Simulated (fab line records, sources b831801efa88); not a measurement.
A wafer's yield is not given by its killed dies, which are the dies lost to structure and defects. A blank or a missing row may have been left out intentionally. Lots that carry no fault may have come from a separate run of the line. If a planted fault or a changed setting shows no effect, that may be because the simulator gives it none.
Which tool did it? | flow sfq line | Sampling: 14 lots, 42 wafers, 4 of 325 route steps

## WHAT THE GAUGES READ, wafer by wafer
SFQ_JJ_RS_MEAS_929: measures by four-point-probe. Usual: for JJ_NB_RS the level is 1.046 ohm/sq and the standard deviation is 0.012.
lot  | measured     | on            | JJ_NB_RS (ohm/sq) | flag
L982 | day 44 00:54 | film metro-02 | 1.053 1.053 1.033 |
L983 | day 49 13:44 | film metro-02 | 1.060 1.056 1.065 |
L984 | day 49 21:05 | film metro-02 | 1.033 1.039 1.038 |
L985 | day 49 18:29 | film metro-01 | 1.038 1.043 1.043 |
L986 | day 49 22:08 | film metro-03 | 1.038 1.053 1.037 |
L987 | day 50 05:19 | film metro-02 | 1.033 1.041 1.051 |
L988 | day 54 13:19 | film metro-02 | 1.038 1.038 1.042 |
L989 | day 55 01:19 | film metro-01 | 1.035 1.046 1.061 |
L990 | day 55 07:20 | film metro-01 | 1.016 1.036 1.033 |
L991 | day 55 10:55 | film metro-03 | 1.035 1.033 1.044 |
L992 | day 55 14:31 | film metro-02 | 1.059 1.049 1.062 |
L993 | day 55 19:19 | film metro-01 | 1.065 1.070 1.056 |
L994 | day 56 03:54 | film metro-02 | 1.050 1.061 1.059 |
L995 | day 56 14:32 | film metro-03 | 1.045 1.035 1.049 |

SFQ_C5_OVL_MEAS_937. Usual: for C5_OVL the level is -3 nm and the standard deviation is 5.4.
lot  | measured     | on         | C5_OVL (nm) | flag
L982 | day 55 14:33 | overlay-01 | -5 -1 -7    |
L983 | day 55 19:21 | overlay-01 | -1 -5 -3    |
L984 | day 56 21:43 | overlay-02 | -1 3 4      |
L985 | day 55 23:41 | overlay-02 | -21 -12 -14 |
L986 | day 57 00:07 | overlay-02 | -6 1 -3     |
L987 | day 57 02:31 | overlay-02 | -1 -1 2     |
L988 | day 58 10:10 | overlay-01 | 4 0 4       |
L989 | day 60 07:49 | overlay-02 | 1 2 -5      |
L990 | day 62 13:52 | overlay-01 | 8 -3 -1     |
L991 | day 62 15:04 | overlay-01 | 5 2 9       |
L992 | day 62 17:28 | overlay-01 | -10 -6 -7   |
L993 | day 62 21:11 | overlay-01 | -3 0 -1     |
L994 | day 64 05:58 | overlay-01 | -6 -9 -10   |
L995 | day 67 04:25 | overlay-01 | -4 -3 -1    |

SFQ_M8_OVL_MEAS_948. Usual: for M8_OVL the level is 2 nm and the standard deviation is 5.5.
lot  | measured     | on         | M8_OVL (nm) | flag
L982 | day 73 08:04 | overlay-02 | 3 3 -1      |
L983 | day 73 20:19 | overlay-02 | 6 1 7       |
L984 | day 74 06:31 | overlay-02 | 1 10 14     |
L985 | day 74 01:05 | overlay-02 | 4 3 -1      |
L986 | day 77 17:30 | overlay-02 | 4 6 -4      |
L987 | day 77 22:18 | overlay-02 | -4 -3 4     |
L988 | day 77 23:29 | overlay-01 | -6 -14 -7   |
L989 | day 78 01:53 | overlay-02 | 7 7 6       |
L990 | day 79 00:19 | overlay-01 | -3 -4 0     |
L991 | day 79 02:43 | overlay-02 | 11 13 9     |
L992 | day 79 05:07 | overlay-02 | -2 1 0      |
L993 | day 79 07:31 | overlay-02 | 3 -2 -3     |
L994 | day 79 18:19 | overlay-01 | 1 2 1       |
L995 | day 80 02:43 | overlay-02 | 5 2 5       |

## EACH LOT AND THE TOOL THAT RAN IT (in order: tool; ch and the chambers of the sampled wafers; start)
lot  | SFQ_TRILAYER_I3_VIA_BARC_OPEN_VIA_ETCH_121
L982 | rie diel-01 ch 0,1,3, day 37 10:46
L983 | rie diel-02 ch 0,3, day 43 11:55
L984 | rie diel-02 ch 0,3, day 43 14:19
L985 | rie diel-03 ch 1,2, day 43 16:43
L986 | rie diel-01 ch 1,2,3, day 44 01:07
L987 | rie diel-03 ch 0,3, day 44 09:31
L988 | rie diel-02 ch 1,2, day 45 01:07
L989 | rie diel-03 ch 0,2,3, day 45 19:19
L990 | rie diel-01 ch 0,1,3, day 46 09:16
L991 | rie diel-02 ch 0,2,3, day 46 11:40
L992 | rie diel-03 ch 2,3, day 46 14:04
L993 | rie diel-01 ch 0,2,3, day 46 18:52
L994 | rie diel-03 ch 0,1,2, day 46 22:28
L995 | rie diel-01 ch 0,1,3, day 47 08:04
- SFQ_TRILAYER_I3_VIA_BARC_OPEN_VIA_ETCH_121: etches BARC in O2, target depth 125 nm, time 41.7 s.

## WHAT THE TOOLS THEMSELVES READ (means of the sampled wafers that have a number; where no wafer has one, the mark that the record gives instead)
SFQ_TRILAYER_I3_VIA_BARC_OPEN_VIA_ETCH_121. Usual: drypump motor current A 5.7 A, standard deviation 0.51; oes product au 0.685 a.u., standard deviation 0.0052; run length s 70.0 s, standard deviation 0.53.
lot  | tool        | drypump motor current A (A) | oes product au (a.u.) | run length s (s) | flag
L982 | rie diel-01 | 5.2                         | 0.682                 | 69.9             |
L983 | rie diel-02 | 5.7                         | 0.681                 | 70.3             |
L984 | rie diel-02 | 5.6                         | 0.693                 | 70.3             |
L985 | rie diel-03 | 5.9                         | 0.689                 | 69.6             |
L986 | rie diel-01 | 5.4                         | 0.680                 | 69.9             |
L987 | rie diel-03 | 5.6                         | 0.681                 | 70.2             |
L988 | rie diel-02 | 6.1                         | 0.689                 | 70.3             |
L989 | rie diel-03 | 5.7                         | 0.692                 | 70.0             |
L990 | rie diel-01 | 5.2                         | 0.683                 | 69.8             |
L991 | rie diel-02 | 5.6                         | 0.682                 | 70.0             |
L992 | rie diel-03 | 5.9                         | 0.809                 | 59.8             | OFF
L993 | rie diel-01 | 5.0                         | 0.819                 | 60.9             | OFF
L994 | rie diel-03 | 5.8                         | 0.820                 | 60.6             | OFF
L995 | rie diel-01 | 5.2                         | 0.816                 | 60.7             | OFF

## THE ANSWER, worked out from the rows above alone
Rule: a lot is off if the mean of its wafers that have a number lies more than 3 standard deviations from the usual mean. Also off: a lot with no number at a reading for which 4 or more lots have one. Any other lot the step has rows for is counted as sound. First the gauges in route order, then the tools' own readings, where a lot's mean is used as printed above. At the first step where some lot is off, the reading lying furthest off is the one used; lots without a number count as furthest.
Off, at SFQ_TRILAYER_I3_VIA_BARC_OPEN_VIA_ETCH_121 on oes product au: L992, L993, L994, L995.
A tool fits if, at that step or a process step before it, it ran every lot that is off, and no sound lot after the first of them. Not one of the candidates tried fits.

## WHAT HAD BEEN PUT IN BY THE SIMULATOR
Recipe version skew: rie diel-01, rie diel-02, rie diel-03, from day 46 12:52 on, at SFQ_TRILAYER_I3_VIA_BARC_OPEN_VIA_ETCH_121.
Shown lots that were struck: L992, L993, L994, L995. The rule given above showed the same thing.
